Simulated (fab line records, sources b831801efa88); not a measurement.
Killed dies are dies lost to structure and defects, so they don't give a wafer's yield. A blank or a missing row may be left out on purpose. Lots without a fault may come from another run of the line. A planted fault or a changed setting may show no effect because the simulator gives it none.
Which tool did it? | flow sky130 | 10 lots, 30 wafers sampled, at 7 steps of a route of 708

WHAT THE GAUGES READ, wafer by wafer
SKY_VIA3_THK_MEAS_23: measures by xrf. Usual: VIA3_W_THK 394 nm, standard deviation 5.3.
lot  | measured     | on            | VIA3_W_THK (nm) | flag
L912 | day 39 15:25 | film_metro-01 | 390 392 390     |
L913 | day 39 19:36 | film_metro-03 | 401 394 398     |
L914 | day 39 21:38 | film_metro-03 | 397 396 402     |
L923 | day 42 22:13 | film_metro-01 | 398 397 404     |
L921 | day 43 02:58 | film_metro-03 | 390 392 395     |
L925 | day 43 20:16 | film_metro-01 | 392 392 389     |
L930 | day 44 19:07 | film_metro-03 | 401 390 396     |
L931 | day 44 22:02 | film_metro-04 | 383 382 383     |
L932 | day 45 03:43 | film_metro-04 | 387 394 397     |
L933 | day 45 04:41 | film_metro-03 | 396 394 392     |

SKY_VIA4_RS_MEAS_19: measures by four-point-probe. Usual: VIA4_W_RS 0.2254 ohm/sq, standard deviation 0.0021.
lot  | measured     | on            | VIA4_W_RS (ohm/sq)   | flag
L912 | day 42 20:31 | film_metro-02 | 0.2254 0.2255 0.2274 |
L913 | day 42 22:20 | film_metro-02 | 0.2261 0.2244 0.2234 |
L914 | day 43 01:11 | film_metro-02 | 0.2269 0.2269 0.2279 |
L923 | day 45 19:34 | film_metro-03 | 0.2252 0.2216 0.2245 |
L921 | day 45 23:46 | film_metro-03 | 0.2280 0.2270 0.2259 |
L925 | day 46 15:34 | film_metro-02 | 0.2272 0.2263 0.2270 |
L930 | day 47 13:22 | film_metro-02 | 0.2236 0.2218 0.2656 | OFF
L931 | day 47 13:40 | film_metro-02 | 0.2701 0.2649 0.2272 | OFF
L932 | day 47 21:19 | film_metro-03 | 0.2245 0.2230 0.2237 |
L933 | day 47 22:32 | film_metro-04 | 0.2642 0.2668 0.2679 | OFF

SKY_VIA4_THK_MEAS_20: measures by xrf. Usual: VIA4_W_THK 512 nm, standard deviation 7.6.
lot  | measured     | on            | VIA4_W_THK (nm) | flag
L912 | day 42 20:38 | film_metro-02 | 508 501 501     |
L913 | day 42 22:26 | film_metro-02 | 502 506 508     |
L914 | day 43 01:18 | film_metro-02 | 505 502 499     |
L923 | day 45 19:41 | film_metro-03 | 518 523 517     |
L921 | day 45 23:53 | film_metro-03 | 509 513 518     |
L925 | day 46 15:41 | film_metro-02 | 498 500 499     |
L930 | day 47 13:29 | film_metro-02 | 517 520 436     |
L931 | day 47 13:47 | film_metro-02 | 428 437 509     | OFF
L932 | day 47 21:26 | film_metro-03 | 520 522 519     |
L933 | day 47 22:39 | film_metro-04 | 441 439 436     | OFF

SKY_METAL5_RS_MEAS_05: measures by four-point-probe. Usual: METAL5_ALCU_RS 0.0272 ohm/sq, standard deviation 0.00032.
lot  | measured     | on            | METAL5_ALCU_RS (ohm/sq) | flag
L912 | day 42 21:09 | film_metro-02 | 0.0271 0.0267 0.0268    |
L913 | day 42 23:04 | film_metro-03 | 0.0272 0.0276 0.0276    |
L914 | day 43 01:49 | film_metro-01 | 0.0276 0.0272 0.0270    |
L923 | day 45 20:13 | film_metro-03 | 0.0271 0.0269 0.0271    |
L921 | day 46 00:40 | film_metro-03 | 0.0269 0.0269 0.0269    |
L925 | day 46 16:25 | film_metro-01 | 0.0275 0.0276 0.0275    |
L930 | day 47 14:01 | film_metro-03 | 0.0272 0.0275 0.0275    |
L931 | day 47 14:19 | film_metro-02 | 0.0269 0.0269 0.0270    |
L932 | day 47 22:02 | film_metro-01 | 0.0271 0.0267 0.0267    |
L933 | day 47 23:34 | film_metro-03 | 0.0271 0.0275 0.0272    |

WHICH TOOL RAN EACH LOT (tool, then ch and the chambers of the sampled wafers, then the start)
lot  | SKY_VIA4_CVD_18               | SKY_VIA4_CMP_21               | SKY_METAL5_SPUTTER_00
L912 | cvd_w-02 ch 0,1, day 42 20:22 | cmp-01 ch 1,2,3, day 42 20:41 | pvd_sputter-01, day 42 20:59
L913 | cvd_w-02 ch 0,1, day 42 22:10 | cmp-01 ch 2,3, day 42 22:34   | pvd_sputter-03, day 42 22:52
L914 | cvd_w-01 ch 0,1, day 43 01:01 | cmp-02 ch 0,1,2, day 43 01:25 | pvd_sputter-03, day 43 01:40
L923 | cvd_w-02 ch 0,1, day 45 19:25 | cmp-02 ch 1,2,3, day 45 19:45 | pvd_sputter-01, day 45 20:03
L921 | cvd_w-01 ch 0,1, day 45 23:37 | cmp-02 ch 1,2,3, day 46 00:19 | pvd_sputter-03, day 46 00:31
L925 | cvd_w-02 ch 0,1, day 46 15:23 | cmp-01 ch 2,3, day 46 15:58   | pvd_sputter-01, day 46 16:13
L930 | cvd_w-01 ch 0,1, day 47 13:13 | cmp-01 ch 1,2,3, day 47 13:36 | pvd_sputter-01, day 47 13:51
L931 | cvd_w-01 ch 0,1, day 47 13:31 | cmp-01 ch 0,1,3, day 47 13:57 | pvd_sputter-02, day 47 14:09
L932 | cvd_w-02 ch 0, day 47 21:01   | cmp-02 ch 0,1,2, day 47 21:34 | pvd_sputter-03, day 47 21:52
L933 | cvd_w-01 ch 0, day 47 22:22   | cmp-02 ch 0,1,2, day 47 23:07 | pvd_sputter-01, day 47 23:22
- SKY_VIA4_CVD_18: deposits W, target thk 505 nm, time 152.14 s.
- SKY_VIA4_CMP_21: polishes, stops on SiO2, t overpolish 25 s, target thk 0 nm.
- SKY_METAL5_SPUTTER_00: material Ti, target thk 15 nm, time 10 s.

WHAT THE TOOLS THEMSELVES READ (means of the sampled wafers that have a number; where no wafer has one, the mark that the record gives instead)
SKY_VIA4_CVD_18. Usual: heater_power_w 899 W, standard deviation 58; susceptor_temp_C 399.99 C, standard deviation 0.21.
lot  | tool     | heater_power_w (W) | susceptor_temp_C (C) | flag
L912 | cvd_w-02 | 889                | 399.93               |
L913 | cvd_w-02 | 866                | 399.88               |
L914 | cvd_w-01 | 938                | 399.95               |
L923 | cvd_w-02 | 906                | 399.90               |
L921 | cvd_w-01 | 942                | 399.90               |
L925 | cvd_w-02 | 905                | 400.05               |
L930 | cvd_w-01 | 893                | 396.91               | OFF
L931 | cvd_w-01 | 892                | 393.96               | OFF
L932 | cvd_w-02 | 930                | 400.31               |
L933 | cvd_w-01 | 899                | 390.82               | OFF

SKY_VIA4_CMP_21. Usual: motor_current_A 10.9 A, standard deviation 1.4; time_to_endpoint_s 126 s, standard deviation 4.1.
lot  | tool   | motor_current_A (A) | time_to_endpoint_s (s) | flag
L912 | cmp-01 | 10.5                | 123                    |
L913 | cmp-01 | 11.4                | 127                    |
L914 | cmp-02 | 10.7                | 125                    |
L923 | cmp-02 | 10.0                | 119                    |
L921 | cmp-02 | 9.9                 | 120                    |
L925 | cmp-01 | 10.3                | 123                    |
L930 | cmp-01 | 10.6                | 120                    |
L931 | cmp-01 | 11.2                | 112                    | OFF
L932 | cmp-02 | 10.6                | 126                    |
L933 | cmp-02 | 10.5                | 108                    | OFF

SKY_METAL5_SPUTTER_00. Usual: throttle_valve_pct 30.2 %, standard deviation 0.86.
lot  | tool           | throttle_valve_pct (%) | flag
L912 | pvd_sputter-01 | 29.5                   |
L913 | pvd_sputter-03 | 29.9                   |
L914 | pvd_sputter-03 | 30.4                   |
L923 | pvd_sputter-01 | 30.3                   |
L921 | pvd_sputter-03 | 30.3                   |
L925 | pvd_sputter-01 | 30.2                   |
L930 | pvd_sputter-01 | 30.3                   |
L931 | pvd_sputter-02 | 30.1                   |
L932 | pvd_sputter-03 | 30.0                   |
L933 | pvd_sputter-01 | 29.3                   |

THE ANSWER, worked out from the rows above alone
Rule: a lot is off if the mean of its wafers that have a number lies more than 3 standard deviations from the usual mean. A lot without any number at a reading at which 4 lots or more have one is off too. The other lots that the step has rows for count as sound. The gauges are gone through in route order, then the tools' own readings, and for those a lot's mean is taken as printed above. The first step at which some lot is off is used, and at that step the reading that is off furthest; a lot without a number counts as furthest.
Off: L930, L931, L933, at SKY_VIA4_RS_MEAS_19 (VIA4_W_RS).
A tool fits if, at a process step before that reading, it ran every lot that is off, and no sound lot after the first of them. The gauges at SKY_VIA4_RS_MEAS_19 aren't tried: what is off there is off at SKY_VIA4_CVD_18 too, on other tools, and a gauge's error can't cause that. One fits: cvd_w-01 at SKY_VIA4_CVD_18. Its last sound lot is L921 (day 45 23:37), its first lot that is off L930 (day 47 13:13): a fault that began between those two fits.
The tool's own readings at SKY_VIA4_CVD_18 bear it out: on the lots that are off they differ by more than 5 times the standard deviation of the sound lots' means. susceptor_temp_C reads 393.90 C there against 399.99 C on the sound lots.

WHAT THE SIMULATOR HAD PUT IN
Process parameter drift: cvd_w-01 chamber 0, from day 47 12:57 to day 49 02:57, at SKY_VIA4_CVD_18. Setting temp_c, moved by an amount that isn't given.
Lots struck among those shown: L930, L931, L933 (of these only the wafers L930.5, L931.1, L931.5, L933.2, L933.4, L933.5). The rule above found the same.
